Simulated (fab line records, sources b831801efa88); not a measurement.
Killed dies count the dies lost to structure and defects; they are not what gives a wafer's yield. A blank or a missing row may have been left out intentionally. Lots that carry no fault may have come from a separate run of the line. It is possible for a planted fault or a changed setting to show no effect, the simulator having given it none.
Matching of chambers    flow gf180mcu    GF_V5_ETCH_16 on rie diel-02 has 4 sister chambers
The step etches BARC in N2/H2. 20 wafers are shown with their chamber, then 10 later ones without.

WAFERS, EACH WITH ITS CHAMBER
wafer   chamber  drypump motor current A (A)  oes product au (a.u.)  throttle valve pct (%)
L076.2  2        6.4                          0.855                  13.220
L076.3  3        5.0                          0.847                  13.234
L076.6  3        5.0                          0.857                  13.212
L077.2  3        5.0                          0.853                  13.220
L077.3  2        6.5                          0.859                  13.208
L077.5  0        6.0                          0.857                  13.242
L079.1  3        5.0                          0.852                  13.228
L079.3  2        6.5                          0.851                  13.213
L079.4  0        6.0                          0.857                  13.223
L082.3  3        5.1                          0.853                  13.207
L082.5  3        5.1                          0.864                  13.229
L082.6  2        6.5                          0.863                  13.227
L087.2  2        6.5                          0.856                  13.228
L087.3  0        6.0                          0.854                  13.226
L087.6  2        6.5                          0.854                  13.236
L089.4  1        5.3                          0.850                  13.214
L089.5  2        6.5                          0.862                  13.215
L089.6  3        5.1                          0.858                  13.230
L090.3  3        5.1                          0.863                  13.235
L090.5  2        6.5                          0.858                  13.237

SIGNATURES (averages over the wafers above)
reading                  chamber 0  chamber 1  chamber 2  chamber 3  scatter within a chamber
drypump motor current A  6.000      5.300      6.487      5.050      0.0424
oes product au           0.85600    0.85000    0.85725    0.85587    0.00471
throttle valve pct       13.23033   13.21400   13.22300   13.22438   0.0105
Rule: a wafer lies at a distance from a chamber equal to the root of the sum of squares, over the readings, of (its reading less the chamber's mean, divided by the reading's scatter). If the next closest chamber is less than 2 further off than the closest, the wafer can't be placed; otherwise it belongs to the closest. How the scatter is found: for the shown wafers, subtract from each reading the mean of its chamber, square and add these, divide the total by (wafers less chambers), then take the root.

WAFERS WITHOUT THEIR CHAMBER
wafer   drypump motor current A (A)  oes product au (a.u.)  throttle valve pct (%)
L090.6  5.0                          0.857                  13.222
L092.3  5.3                          0.856                  13.210
L092.4  6.5                          0.854                  13.229
L092.6  6.0                          0.852                  13.212
L094.2  6.5                          0.857                  13.220
L094.3  5.3                          0.862                  13.226
L094.4  6.4                          0.854                  13.233
L097.2  5.1                          0.852                  13.240
L097.5  6.5                          0.854                  13.230
L097.6  5.3                          0.858                  13.220

WHICH CHAMBER EACH ONE RAN IN
wafer   from the rows above  in truth
L090.6  3                    3
L092.3  1                    1
L092.4  2                    2
L092.6  0                    0
L094.2  2                    2
L094.3  1                    1
L094.4  2                    2
L097.2  3                    3
L097.5  2                    2
L097.6  1                    1
10 of 10 placed correctly. Left unplaced by these rows: 0. 0 placed wrongly.
